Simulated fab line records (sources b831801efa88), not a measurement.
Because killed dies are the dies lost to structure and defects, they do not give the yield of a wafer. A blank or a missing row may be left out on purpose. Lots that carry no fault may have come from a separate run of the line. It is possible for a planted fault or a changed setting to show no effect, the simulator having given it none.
fab line records	flow sky130
record lots=7	wafers=21	lastDay=50
route steps=708 shown VT_ADJUST_LVTN@111 VT_ADJUST_NCORE@119 PAD_OPEN@708
lots with no fault: from the same line, run without faults
startH: hours from the record's first day to the start of the lot's first wafer shown	waitH: time in hours since the lot's previous step	" the same as in the row above	L1.1+2: a single row standing in for several wafers	- no value present, or no start provided	* or withheld: withheld	< > ~ a bound
route shown NAME@n: a module of which the file shows steps, and the number in the route of the first	usual: mean and standard deviation over wafers with no fault	same: alike in all rows	chamber/n: place in a boat	sites: the reading at each site	_std_site: their standard deviation	_edge_site: the outer-site mean with the inner-site mean subtracted	radiusMm: for every site, how far away it sits from the centre of the wafer	mask NAME#n: copy n	behind: tool/chamber where the wafer was last shaped	hold: why the lot was held/for how many hours/how that ended	device: the transistor (n, p or np) that didn't switch	end of line: the tests these same wafers got at the end of their route	a step given without rows: its recipe and nothing more	killed: not the wafer's yield, but the dies lost to structure and defects at the first sort	map: a wafer's dies, marking killed ones x, the rest . and places with no die _
set.NAME: the setting the step ran with; set.NAME@STEP: the setting that earlier step ran with	model.NAME: the simulator's own value behind a step, which no gauge read
lots at some steps of the route; a table a step, a row a wafer
services: from which hour (startH, from the record's first day; less than 0 if before it) a tool's chamber was out of use, for how many hours, and why
## steps
# step SKY_VT_ADJUST_LVTN_SOFTBAKE_14
# recipe tempC=90	timeS=60	resist=NOVOLAK
# step SKY_VT_ADJUST_LVTN_EXPOSE_15
# recipe maskId=HVN_STD_DERIVED	na=0.6	sourceShape=conventional	sigmaOuter=0.6	polarization=unpolarized	targetCdNm=600	doseMj=163
# step SKY_VT_ADJUST_LVTN_PEB_16
# recipe tempC=withheld	timeS=*	resist=NOVOLAK
# step SKY_VT_ADJUST_LVTN_DEVELOP_17
# recipe resist=NOVOLAK	developer=TMAH	developTimeS=57.72	devTempC=23
# step SKY_VT_ADJUST_LVTN_OVL_MEAS_18
# usual VT_ADJUST_LVTN_01_OVL=-0.1/1.4
lot.wafer	tool	chamber	startH	waitH	VT_ADJUST_LVTN_01_OVL[nm]
L369.1	overlay-01	-	178.53	0.1	-1.4
L369.5	"	-	"	"	-0.5
L369.6	"	-	"	"	-0.6
L370.1	overlay-02	-	183.42	0.1	0.9
L370.3	"	-	"	"	-0.4
L370.5	"	-	"	"	2.3
L376.2	overlay-01	-	223.08	0.1	2.6
L376.3	"	-	"	"	1.4
L376.5	"	-	"	"	1.7
L381.2	overlay-02	-	262.87	0.1	-1.2
L381.4	"	-	"	"	-4.1
L381.6	"	-	"	"	-1.3
L382.3	overlay-02	-	264.13	0.1	-1.4
L382.4	"	-	"	"	-2.0
L382.6	"	-	"	"	-3.0
L386.2	overlay-02	-	287.12	0.1	0.1
L386.4	"	-	"	"	-1.9
L386.5	"	-	"	"	-0.1
L388.1	overlay-02	-	303.86	0.1	-1.8
L388.2	"	-	"	"	0.4
L388.4	"	-	"	"	0.8
# step SKY_VT_ADJUST_LVTN_IMPLANT_19
# recipe species=B	energyKev=30	doseCm2=6.5e+11	tiltDeg=withheld
# step SKY_VT_ADJUST_LVTN_STRIP_20
# recipe chemistry=O2/N2	powerW=1400	pressureMtorr=1500	platenTempC=withheld	o2FlowSccm=3000	n2FlowSccm=300	overashFraction=0.5
# usual drypumpMotorCurrentA=5.77/0.28	oesProductAu=0.715/0.0047	stripTimeToEndpointS=14.18/0.035
lot.wafer	tool	chamber	startH	waitH	drypumpMotorCurrentA	oesProductAu	rfHoursCounterH	stripTimeToEndpointS
L369.1	plasmaAsher-01	0	178.72	0.1	5.85	0.718	47	14.15
L369.5	"	1	"	"	5.69	0.712	-	14.16
L369.6	"	0	"	"	5.85	0.709	-	14.12
L370.1	plasmaAsher-01	0	183.61	0.1	5.86	0.708	48	14.20
L370.3	"	0	"	"	5.86	0.711	-	14.22
L370.5	"	0	"	"	5.85	0.719	-	14.23
L376.2	plasmaAsher-02	1	223.26	0.1	6.20	0.708	42	14.16
L376.3	"	0	"	"	5.33	0.720	-	14.19
L376.5	"	1	"	"	6.17	0.714	-	14.17
L381.2	plasmaAsher-04	1	263.05	0.1	5.99	0.716	59	14.22
L381.4	"	0	"	"	5.57	0.715	-	14.16
L381.6	"	1	"	"	6.01	0.720	-	14.22
L382.3	plasmaAsher-02	1	264.34	0.1	6.15	0.721	-	14.18
L382.4	"	0	"	"	5.31	0.722	-	14.13
L382.6	"	1	"	"	6.17	0.721	-	14.18
L386.2	plasmaAsher-02	0	287.30	0.1	5.32	0.719	48	14.15
L386.4	"	0	"	"	5.32	0.714	-	14.15
L386.5	"	0	"	"	5.31	0.712	-	14.16
L388.1	plasmaAsher-01	1	304.05	0.1	5.68	0.719	59	14.20
L388.2	"	0	"	"	5.86	0.713	59	14.18
L388.4	"	1	"	"	5.67	0.717	-	14.17
# step SKY_VT_ADJUST_LVTN_TW_MEAS_21
# usual VT_ADJUST_LVTN_2_TW=186.2/1.2
lot.wafer	tool	chamber	startH	waitH	VT_ADJUST_LVTN_2_TW
L369.1	filmMetro-04	-	178.82	0.1	184.3
L369.5	"	-	"	"	184.8
L369.6	"	-	"	"	183.2
L370.1	filmMetro-04	-	183.71	0.1	184.9
L370.3	"	-	"	"	184.2
L370.5	"	-	"	"	184.7
L376.2	filmMetro-02	-	223.37	0.1	186.3
L376.3	"	-	"	"	186.2
L376.5	"	-	"	"	186.3
L381.2	filmMetro-04	-	263.16	0.1	186.5
L381.4	"	-	"	"	187.0
L381.6	"	-	"	"	186.6
L382.3	filmMetro-03	-	264.43	0.1	188.1
L382.4	"	-	"	"	188.6
L382.6	"	-	"	"	187.7
L386.2	filmMetro-04	-	287.41	0.1	184.7
L386.4	"	-	"	"	185.1
L386.5	"	-	"	"	184.7
L388.1	filmMetro-02	-	304.15	0.1	185.0
L388.2	"	-	"	"	184.1
L388.4	"	-	"	"	185.0
# step SKY_VT_ADJUST_NCORE_DEHYDRATE_00
# recipe tempC=200	timeS=60
# step SKY_VT_ADJUST_NCORE_HMDS_01
# recipe primeTimeS=60	primeTempC=120
# step SKY_VT_ADJUST_NCORE_COAT_02
# recipe resist=NOVOLAK	spinRpm=3000	resistThkNm=1154
# step SKY_VT_ADJUST_NCORE_SOFTBAKE_03
# recipe tempC=90	timeS=60	resist=NOVOLAK
# step SKY_VT_ADJUST_NCORE_EXPOSE_04
# recipe maskId=LVTN_COMPLEMENT_THIN	na=0.6	sourceShape=conventional	sigmaOuter=0.6	polarization=unpolarized	targetCdNm=380	doseMj=139
lot.wafer	tool	chamber	startH	waitH	mask	model.VT_ADJUST_NCORE.overlayXNm
L369.1+5+6	ilineStepper-02	0	188.98	-	LVTN_COMPLEMENT_THIN#0	-0.03281
L370.1+3+5	ilineStepper-01	0	194.94	-	LVTN_COMPLEMENT_THIN#0	0.03617
L376.2+3+5	ilineStepper-02	0	234.96	-	LVTN_COMPLEMENT_THIN#0	194.2
L381.2+4+6	ilineStepper-02	0	275.43	-	LVTN_COMPLEMENT_THIN#0	193.6
L382.3+4+6	ilineStepper-02	0	277.17	-	LVTN_COMPLEMENT_THIN#0	193.5
L386.2+4+5	ilineStepper-01	0	298.98	-	LVTN_COMPLEMENT_THIN#0	-1.271
L388.1+2+4	ilineStepper-01	0	316.91	-	LVTN_COMPLEMENT_THIN#0	-0.5143
# step SKY_VT_ADJUST_NCORE_PEB_05
# recipe tempC=withheld	timeS=*	resist=NOVOLAK
# step SKY_VT_ADJUST_NCORE_DEVELOP_06
# recipe resist=NOVOLAK	developer=TMAH	developTimeS=60	devTempC=23
# step SKY_VT_ADJUST_NCORE_CD_MEAS_07
# recipe targetCdNm=380
# usual cdNm=379.5/2.4
lot.wafer	tool	chamber	startH	waitH	cdNm
L369.1	cdSem-01	-	199.73	0.1	381.3
L369.5	"	-	"	"	381.9
L369.6	"	-	"	"	383.4
L370.1	cdSem-01	-	205.62	0.1	377.1
L370.3	"	-	"	"	379.1
L370.5	"	-	"	"	379.9
L376.2	cdSem-02	-	246.08	0.1	378.2
L376.3	"	-	"	"	377.7
L376.5	"	-	"	"	376.9
L381.2	cdSem-01	-	286.83	0.1	382.7
L381.4	"	-	"	"	381.7
L381.6	"	-	"	"	381.2
L382.3	cdSem-02	-	288.11	0.1	384.1
L382.4	"	-	"	"	383.4
L382.6	"	-	"	"	384.8
L386.2	cdSem-01	-	311.65	0.1	379.3
L386.4	"	-	"	"	378.5
L386.5	"	-	"	"	380.4
L388.1	cdSem-01	-	330.07	0.1	379.0
L388.2	"	-	"	"	378.6
L388.4	"	-	"	"	379.2
# step SKY_VT_ADJUST_NCORE_OVL_MEAS_08
# usual VT_ADJUST_NCORE_OVL=-0.2/1.3
lot.wafer	tool	chamber	startH	waitH	VT_ADJUST_NCORE_OVL[nm]
L369.1	overlay-02	-	199.85	0.1	-2.5
L369.5	"	-	"	"	-1.2
L369.6	"	-	"	"	-0.1
L370.1	overlay-01	-	205.74	0.1	0.5
L370.3	"	-	"	"	0.5
L370.5	"	-	"	"	-1.1
L376.2	overlay-02	-	246.19	0.1	195.1
L376.3	"	-	"	"	195.2
L376.5	"	-	"	"	193.7
L381.2	overlay-01	-	286.94	0.1	193.7
L381.4	"	-	"	"	193.2
L381.6	"	-	"	"	193.2
L382.3	overlay-01	-	288.21	0.1	191.5
L382.4	"	-	"	"	193.7
L382.6	"	-	"	"	192.5
L386.2	overlay-01	-	311.76	0.1	-1.1
L386.4	"	-	"	"	-1.6
L386.5	"	-	"	"	-1.2
L388.1	overlay-02	-	330.19	0.1	1.1
L388.2	"	-	"	"	-0.7
L388.4	"	-	"	"	-1.4
# step SKY_VT_ADJUST_NCORE_IMPLANT_09
# recipe species=B	energyKev=10	doseCm2=2.4e+12	tiltDeg=withheld
# step SKY_PAD_OPEN_PROBE_99
# usual killed_at_M0_to_M3=42/6.6	killed_at_M4_up=3.0/1.7	killedAtContacts=24/5.3	killedAtFrontEnd=15/4.5	killedAtOther=0.2/0.49	killedDies=83/9	killedOpen=45/6.9	killedShort=38/5.8
# same grossDies=492	killedAtBackSide=0
lot.wafer	tool	chamber	startH	waitH	killed_at_M0_to_M3	killed_at_M4_up	killedAtContacts	killedAtFrontEnd	killedAtOther	killedDies	killedOpen	killedShort	model.etest.sramNfetPass.driveUaUm	model.etest.sramPfetLatch.driveUaUm	model.etest.sramPfetLatch.offLog10AUm	model.etest.sramNfetPass.offLog10AUm	model.etest.sramNfetPass.vtSatV	model.etest.sramPfetLatch.vtSatV	model.etest.sramNfetPass.vtV	model.etest.sramPfetLatch.vtV
L369.1	prober-02	-	1111.03	0.1	49	2	20	13	0	84	44	39	494.1	143.7	-12.67	-12.61	0.5569	-0.7753	0.6562	-0.9051
L369.5	prober-02	-	1111.23	0.2	38	4	21	9	0	72	39	33	481.2	136.5	-12.95	-12.55	0.5606	-0.7802	0.6568	-0.9047
L369.6	prober-02	-	1111.28	0.2	37	1	27	19	0	84	50	34	465.4	143.2	-12.52	-12.77	0.5831	-0.7497	0.6831	-0.8789
L370.1	prober-02	-	1116.58	0.3	52	2	36	5	0	95	51	44	496.7	139.4	-13.1	-12.95	0.591	-0.8118	0.6843	-0.9381
L370.3	prober-02	-	1116.68	0.3	45	3	24	19	0	91	47	44	484.4	141.5	-12.9	-13	0.5883	-0.7947	0.6872	-0.923
L370.5	prober-02	-	1116.78	0.4	45	1	26	17	0	89	49	40	518.2	142.3	-13.19	-12.46	0.5484	-0.803	0.6453	-0.9311
L376.2	prober-02	-	1130.27	0.1	48	3	24	19	0	94	43	38	583.7	155.2	-12	-11.68	0.4511	-0.7158	0.5802	-0.8628
L376.3	prober-02	-	1130.32	0.2	45	4	25	20	0	94	48	36	590	160	-12.12	-11.71	0.4469	-0.7108	0.5783	-0.862
L376.5	prober-02	-	1130.42	0.2	41	2	23	27	0	93	42	32	557.2	157.5	-11.9	-11.86	0.4696	-0.6922	0.6056	-0.8434
L382.3	prober-02	-	1168.19	0.2	51	3	18	25	1	98	51	42	558.9	169.2	-11.65	-12.05	0.4951	-0.6616	0.6266	-0.8317
L382.4	prober-02	-	1168.24	0.2	47	3	23	23	0	96	39	47	594.5	169.8	-11.6	-11.66	0.4511	-0.6615	0.5753	-0.822
L382.6	prober-02	-	1168.34	0.2	57	5	21	30	0	113	61	43	562.4	160.7	-11.84	-12.12	0.4867	-0.6925	0.6082	-0.8491
L381.2	prober-02	-	1171.13	0.1	39	6	27	25	0	97	42	50	548.1	160.2	-11.73	-12.14	0.4884	-0.6773	0.6091	-0.8336
L381.4	prober-02	-	1171.23	0.2	36	2	29	28	0	95	42	44	552.4	158	-11.95	-12.03	0.4972	-0.7032	0.6183	-0.855
L381.6	prober-02	-	1171.33	0.2	35	3	23	31	0	92	46	38	554.1	159.2	-11.7	-11.88	0.471	-0.6764	0.5986	-0.8345
L386.2	prober-02	-	1186.05	0.1	50	5	31	14	0	100	52	45	485	146.5	-12.48	-12.86	0.5743	-0.7548	0.6727	-0.8899
L386.4	prober-02	-	1186.15	0.2	39	4	26	19	1	89	46	41	486.8	151.3	-12.22	-12.68	0.5756	-0.7396	0.6835	-0.8879
L386.5	prober-02	-	1186.20	0.2	42	4	20	9	1	76	42	33	470.2	139.9	-12.61	-12.91	0.5812	-0.7739	0.6829	-0.9141
L388.1	prober-01	-	1194.13	0.1	37	3	21	12	1	74	46	27	487.3	140.2	-12.83	-12.55	0.5623	-0.7793	0.6627	-0.9082
L388.2	prober-01	-	1194.18	0.1	48	1	17	9	0	75	33	42	487.6	139.6	-13.18	-12.89	0.5755	-0.7898	0.6745	-0.9128
L388.4	prober-01	-	1194.28	0.2	41	3	25	14	1	84	39	45	498.4	145.5	-12.87	-12.56	0.5553	-0.7628	0.6617	-0.8907
# killed by level:class
L369.1 METAL2:geometricParticle:short=10 VIA2:geometricParticle:open=10 CONTACT:geometricParticle:open=9 VIA3:geometricParticle:open=8 LOCAL_INTERCONNECT:geometricParticle:short=6 METAL3:geometricParticle:short=6 METAL1:geometricParticle:short=5 LI_CONTACT:geometricParticle:open=4
L369.5 METAL2:geometricParticle:short=11 LI_CONTACT:geometricParticle:open=8 CONTACT:geometricParticle:open=6 VIA2:geometricParticle:open=5 SPACER:geometricParticle:open=4 LOCAL_INTERCONNECT:geometricParticle:short=4 METAL1:geometricParticle:short=4 VIA1:geometricParticle:open=4
L369.6 LI_CONTACT:geometricParticle:open=10 METAL1:geometricParticle:short=9 CONTACT:geometricParticle:open=8 VIA1:geometricParticle:open=6 FIELD_ISO:geometricParticle:short=5 POLY_GATE:geometricParticle:open=5 VIA2:geometricParticle:open=5 VIA3:geometricParticle:open=5
L370.1 LI_CONTACT:geometricParticle:open=14 METAL1:geometricParticle:short=11 CONTACT:geometricParticle:open=10 METAL2:geometricParticle:short=7 VIA3:geometricParticle:open=7 METAL1:geometricParticle:open=5 VIA1:geometricParticle:short=5 VIA1:geometricParticle:open=5
L370.3 VIA1:geometricParticle:open=9 CONTACT:geometricParticle:open=8 VIA3:geometricParticle:open=8 METAL1:geometricParticle:short=7 FIELD_ISO:geometricParticle:short=5 POLY_GATE:geometricParticle:open=5 CONTACT:geometricParticle:short=5 VIA1:geometricParticle:short=5
L370.5 CONTACT:geometricParticle:open=9 METAL1:geometricParticle:short=9 VIA1:geometricParticle:open=8 LI_CONTACT:geometricParticle:open=7 METAL2:geometricParticle:short=7 VIA2:geometricParticle:open=7 LOCAL_INTERCONNECT:geometricParticle:short=6 FIELD_ISO:geometricParticle:open=4
L376.2 VT_ADJUST_NCORE:overlay=13 CONTACT:geometricParticle:open=11 VIA1:geometricParticle:open=10 VIA1:geometricParticle:short=7 VIA3:geometricParticle:open=7 METAL3:geometricParticle:short=6 METAL2:geometricParticle:short=6 LI_CONTACT:geometricParticle:open=5
L376.3 VIA1:geometricParticle:open=11 CONTACT:geometricParticle:open=10 VT_ADJUST_NCORE:overlay=10 LI_CONTACT:geometricParticle:open=7 VIA1:geometricParticle:short=7 VIA2:geometricParticle:open=6 METAL2:geometricParticle:short=5 METAL3:geometricParticle:short=4
L376.5 VT_ADJUST_NCORE:overlay=19 VIA1:geometricParticle:open=11 CONTACT:geometricParticle:open=9 LI_CONTACT:geometricParticle:open=6 VIA3:geometricParticle:open=6 METAL1:geometricParticle:short=5 VIA2:geometricParticle:short=4 VIA1:geometricParticle:short=4
L382.3 VIA1:geometricParticle:open=15 FIELD_ISO:geometricParticle:short=9 CONTACT:geometricParticle:open=7 METAL2:geometricParticle:short=7 FIELD_ISO:geometricParticle:open=5 VIA1:geometricParticle:short=5 LI_CONTACT:geometricParticle:open=4 LOCAL_INTERCONNECT:geometricParticle:short=4
L382.4 CONTACT:geometricParticle:open=9 VIA3:geometricParticle:open=9 METAL2:geometricParticle:short=9 VT_ADJUST_NCORE:overlay=9 CONTACT:geometricParticle:short=8 METAL1:geometricParticle:short=7 VIA1:geometricParticle:open=5 FIELD_ISO:geometricParticle:short=4
L382.6 VIA1:geometricParticle:open=19 CONTACT:geometricParticle:open=11 FIELD_ISO:geometricParticle:short=9 VIA2:geometricParticle:open=8 VIA1:geometricParticle:short=8 POLY_GATE:geometricParticle:open=6 METAL2:geometricParticle:short=6 VT_ADJUST_NCORE:overlay=6
L381.2 VIA2:geometricParticle:open=10 CONTACT:geometricParticle:open=8 CONTACT:geometricParticle:short=8 METAL1:geometricParticle:short=8 POLY_GATE:geometricParticle:short=6 LI_CONTACT:geometricParticle:open=6 VIA1:geometricParticle:open=6 LOCAL_INTERCONNECT:geometricParticle:short=5
L381.4 CONTACT:geometricParticle:open=10 VIA1:geometricParticle:open=9 VT_ADJUST_NCORE:overlay=9 LOCAL_INTERCONNECT:geometricParticle:short=7 FIELD_ISO:geometricParticle:short=6 LI_CONTACT:geometricParticle:open=5 METAL2:geometricParticle:short=5 CONTACT:geometricParticle:short=4
L381.6 VIA2:geometricParticle:open=10 VT_ADJUST_NCORE:overlay=8 FIELD_ISO:geometricParticle:short=7 LI_CONTACT:geometricParticle:open=7 VIA1:geometricParticle:open=7 CONTACT:geometricParticle:short=5 POLY_GATE:geometricParticle:short=4 SPACER:geometricParticle:short=4
L386.2 CONTACT:geometricParticle:open=12 VIA3:geometricParticle:open=10 METAL2:geometricParticle:short=9 METAL1:geometricParticle:short=7 VIA1:geometricParticle:open=7 LI_CONTACT:geometricParticle:open=6 CONTACT:geometricParticle:short=6 FIELD_ISO:geometricParticle:open=5
L386.4 VIA1:geometricParticle:open=13 CONTACT:geometricParticle:open=10 FIELD_ISO:geometricParticle:short=4 LOCAL_INTERCONNECT:geometricParticle:short=4 POLY_GATE:geometricParticle:open=4 LI_CONTACT:geometricParticle:short=4 METAL1:geometricParticle:short=4 METAL2:geometricParticle:short=4
L386.5 VIA1:geometricParticle:open=10 CONTACT:geometricParticle:open=8 VIA3:geometricParticle:open=7 LI_CONTACT:geometricParticle:open=6 METAL1:geometricParticle:short=5 METAL2:geometricParticle:short=4 VIA1:geometricParticle:short=4 VIA2:geometricParticle:short=4
L388.1 VIA1:geometricParticle:open=10 CONTACT:geometricParticle:open=8 LI_CONTACT:geometricParticle:open=7 VIA3:geometricParticle:open=5 POLY_GATE:geometricParticle:open=4 VIA2:geometricParticle:open=4 VIA3:geometricParticle:short=4 METAL1:geometricParticle:short=3
L388.2 VIA1:geometricParticle:open=11 CONTACT:geometricParticle:open=7 METAL1:geometricParticle:short=7 VIA3:geometricParticle:short=6 VIA1:geometricParticle:short=6 VIA2:geometricParticle:open=5 METAL2:geometricParticle:short=5 FIELD_ISO:geometricParticle:open=4
L388.4 VIA1:geometricParticle:open=10 VIA3:geometricParticle:open=8 LI_CONTACT:geometricParticle:open=5 LOCAL_INTERCONNECT:geometricParticle:short=5 CONTACT:geometricParticle:open=5 CONTACT:geometricParticle:short=5 METAL1:geometricParticle:short=5 METAL2:geometricParticle:short=5
## services
tool	chamber	startH	hours	kind
ilineStepper-01	0	181.11	-	calibration
plasmaAsher-04	-	208.02	0.7	repair
ilineStepper-01	-	212.81	4.3	pm
ilineStepper-01	-	250.60	3.6	repair
ilineStepper-01	-	269.24	1.7	pm
ilineStepper-02	-	278.32	0.7	repair
ilineStepper-02	0	286.75	-	calibration
ilineStepper-02	-	299.18	10.6	repair
ilineStepper-02	-	312.53	1.7	pm
## key
firstSign step=SKY_VT_ADJUST_NCORE_OVL_MEAS_08	reading=VT_ADJUST_NCORE_OVL	direction=up	sigmas=99+	usual=-0.2	struck=193.5
effect step=SKY_PAD_OPEN_PROBE_99	reading=killedAtFrontEnd	direction=up	sigmas=2.3	usual=15	struck=25	wafersMoved=4
modelEffect step=SKY_VT_ADJUST_NCORE_EXPOSE_04	value=VT_ADJUST_NCORE.overlayXNm	without=0.3267	struck=193.8
modelEffect step=SKY_PAD_OPEN_PROBE_99	value=etest.sramNfetPass.driveUaUm	without=497	struck=566.8
metAt SKY_VT_ADJUST_NCORE_EXPOSE_04
struckWafers L376.2,L376.3,L376.5,L381.2,L381.4,L381.6,L382.3,L382.4,L382.6
testerLeftOut L376,L381,L382
onsetBetween 188.98 234.96
fault kind=scannerMatchingOverlay	tool=ilineStepper-02	chamber=-	onsetH=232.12	steps=SKY_VT_ADJUST_NCORE_EXPOSE_04	offset=193.46
# testerLeftOut: of these lots the tester's yield and bins aren't shown, on N5 and GAA mostly nor the transistor test; their killed dies are dies lost to structure and defects alone, not to doping, threshold or leakage, so they don't give the yield
